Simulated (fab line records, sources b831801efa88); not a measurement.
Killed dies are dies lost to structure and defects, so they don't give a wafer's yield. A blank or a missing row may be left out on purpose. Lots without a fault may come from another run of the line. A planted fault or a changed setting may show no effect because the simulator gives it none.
A struck lot beside a sound one | flow sky130 | 33 steps out of a route of 708
Sound: wafers L599.1, L599.2, L599.6. Struck: wafers L591.1, L591.2, L591.5. The cause comes at the end.
At each step with rows: each side's tool, then ch and its chambers, then its first start. Under that, the readings that differ: sound wafers | struck wafers | difference of the means | sigmas: that difference in standard deviations of wafers without a fault.
alike: readings whose means differ by less than 2 such deviations, and words and numbers that are the same on both sides. not compared: withheld readings, readings that some wafer has no value for, bounds like >300 that may hide the same value, and numbers for which the record gives no deviation and whose values overlap.
The two part at a step that has a row with sigmas, a row that says differs or no value, or rows on one side only. Numbers that don't overlap but have no deviation are shown without sigmas and don't part them. A reading that every wafer of one side lacks parts them only if that side has two wafers or more.

first, 7 steps without rows for these wafers: SKY_SONOS_TUNNEL_DEVELOP_06 (develop time 60 s); SKY_SONOS_TUNNEL_IMPLANT_09; SKY_SONOS_TUNNEL_WET_ETCH_10 (etches SiO2 in dHF, target depth 14 nm, time 280 s); SKY_SONOS_TUNNEL_STRIP_11 (strips in SPM, time 600 s); SKY_SONOS_TUNNEL_CLEAN_13 (cleans in dHF, time 20 s); SKY_SONOS_ONO_OXIDATION_00 (stabilise 600 s, purge 300 s, target thk 2.6 nm); SKY_SONOS_ONO_CVD_02 (deposits Si3N4 from DCS/NH3, target thk 10.5 nm, time 180 s).
SKY_SONOS_ONO_CVD_04: deposits SiO2 from SiH4/N2O, target thk 5.7199 nm.
  sound on lpcvd-03 ch 1, day 20 09:41; struck on lpcvd-03 ch 1, day 17 08:10
  reading                                    | sound             | struck            | difference | sigmas
  pressure_mtorr (mTorr)                     | 400.2 399.3 399.8 | 319.0 320.3 318.7 | -80.4      | -99 or more
  model.SiO2_of_SONOS_ONO_CVD_04.thk_nm (nm) | 5.668 5.572 5.64  | 5.105 5.038 5.002 | -0.578     |
SKY_SONOS_ONO_THK_MEAS_05:
  sound on film_metro-02, day 20 10:56; struck on film_metro-02, day 17 09:38
  reading                   | sound          | struck         | difference | sigmas
  SONOS_ONO_CVD_04_THK (nm) | 5.70 5.56 5.62 | 5.07 5.03 5.03 | -0.58      | -5
  not compared: hold
then, 22 steps without rows for these wafers: SKY_SONOS_ONO_HMDS_07 (prime time 60 s); SKY_SONOS_ONO_COAT_08 (resist thk 1140 nm); SKY_SONOS_ONO_SOFTBAKE_09 (time 60 s); SKY_SONOS_ONO_EXPOSE_10 (exposes mask ONOM, target cd 410 nm); SKY_SONOS_ONO_PEB_11; SKY_SONOS_ONO_DEVELOP_12 (develop time 60 s); SKY_SONOS_ONO_ETCH_15 (etches the open film in CHF3/O2, target depth 19.52 nm, time 7.8 s); SKY_SONOS_ONO_WET_ETCH_16 (etches SiO2 in dHF, target depth 14 nm, time 280 s); SKY_SONOS_ONO_STRIP_17 (strips in O2/N2); SKY_SONOS_ONO_WET_ETCH_18 (etches Si3N4 in H3PO4, target depth 15 nm, time 172 s); SKY_GATE_OXIDE_CLEAN_00 (cleans in SC1/SC2, time 150 s); SKY_GATE_OXIDE_OXIDATION_01 (stabilise 600 s, purge 300 s, target thk 10.268 nm); SKY_GATE_OXIDE_DEHYDRATE_03 (time 60 s); SKY_GATE_OXIDE_HMDS_04 (prime time 60 s); SKY_GATE_OXIDE_COAT_05 (resist thk 1140 nm); SKY_GATE_OXIDE_SOFTBAKE_06 (time 60 s); SKY_GATE_OXIDE_EXPOSE_07 (exposes mask LVOM, target cd 600 nm); SKY_GATE_OXIDE_PEB_08; SKY_GATE_OXIDE_DEVELOP_09 (develop time 60 s); SKY_GATE_OXIDE_IMPLANT_11; SKY_GATE_OXIDE_WET_ETCH_12 (etches SiO2 in dHF, target depth 16.8 nm, time 336 s); SKY_GATE_OXIDE_STRIP_13 (strips in O2/N2).
-- the record jumps here: 3 days lie between the struck wafers' starts before and after --
SKY_GATE_OXIDE_CLEAN_15: cleans in SC1/SC2, time 150 s.
  sound on wet_bench-02 ch 2, day 23 01:29; struck on wet_bench-02 ch 0, day 20 00:30
  reading                                    | sound             | struck            | difference | sigmas
  model.SiO2_of_SONOS_ONO_CVD_04.thk_nm (nm) | 4.154 4.056 4.124 | 3.586 3.518 3.483 | -0.582     |
-- the record jumps here: 30 days lie between the struck wafers' starts before and after (it left off in module GATE_OXIDE and takes up again in module PAD_OPEN, whose first step shown is number 708 of the route) --
SKY_PAD_OPEN_PROBE_99:
  sound on prober-01, day 51 07:34; struck on prober-01, day 49 23:01
  reading                               | sound                   | struck                  | difference | sigmas
  model.etest.cap_ono.gate_log10_a_cm2  | -8.076 -7.932 -8.005    | -7.03 -7.094 -6.963     | +0.98      |
  model.etest.cap_ono.gate_bv_v (V)     | 16.36 16.59 16.29       | 15.95 15.94 15.14       | -0.74      |
  model.etest.cap_ono.tox_acc_nm (nm)   | 12.99 12.89 12.98       | 12.22 12.21 12.12       | -0.77      |
  model.etest.sonos_programmed.vt_v (V) | 1.455 1.492 1.491       | 1.725 1.719 1.786       | +0.264     |
  model.etest.sonos_baked.vt_v (V)      | 0.9533 1.007 0.9993     | 1.134 1.101 1.135       | +0.137     |
  model.etest.sonos_erased.vt_v (V)     | -2.183 -2.215 -2.202    | -2.511 -2.521 -2.526    | -0.319     |
  model.etest.sonos_baked.vt_less_v (V) | -0.5019 -0.4847 -0.4913 | -0.5911 -0.6185 -0.6512 | -0.1276    |
  alike: killed_at_M0_to_M3, killed_at_M4_up, killed_at_contacts, killed_at_front_end, killed_at_other, killed_dies, killed_on_rim, killed_open, killed_short

WHERE THEY PART
First at SKY_SONOS_ONO_CVD_04; last, within this record, at SKY_SONOS_ONO_THK_MEAS_05. Later steps at which nothing parts them and some readings are alike: SKY_PAD_OPEN_PROBE_99.

WHY: what the simulator had put in
Process parameter drift: lpcvd-03, from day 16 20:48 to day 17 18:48, at SKY_SONOS_ONO_CVD_04. Setting pressure_mtorr, moved by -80, from 400.
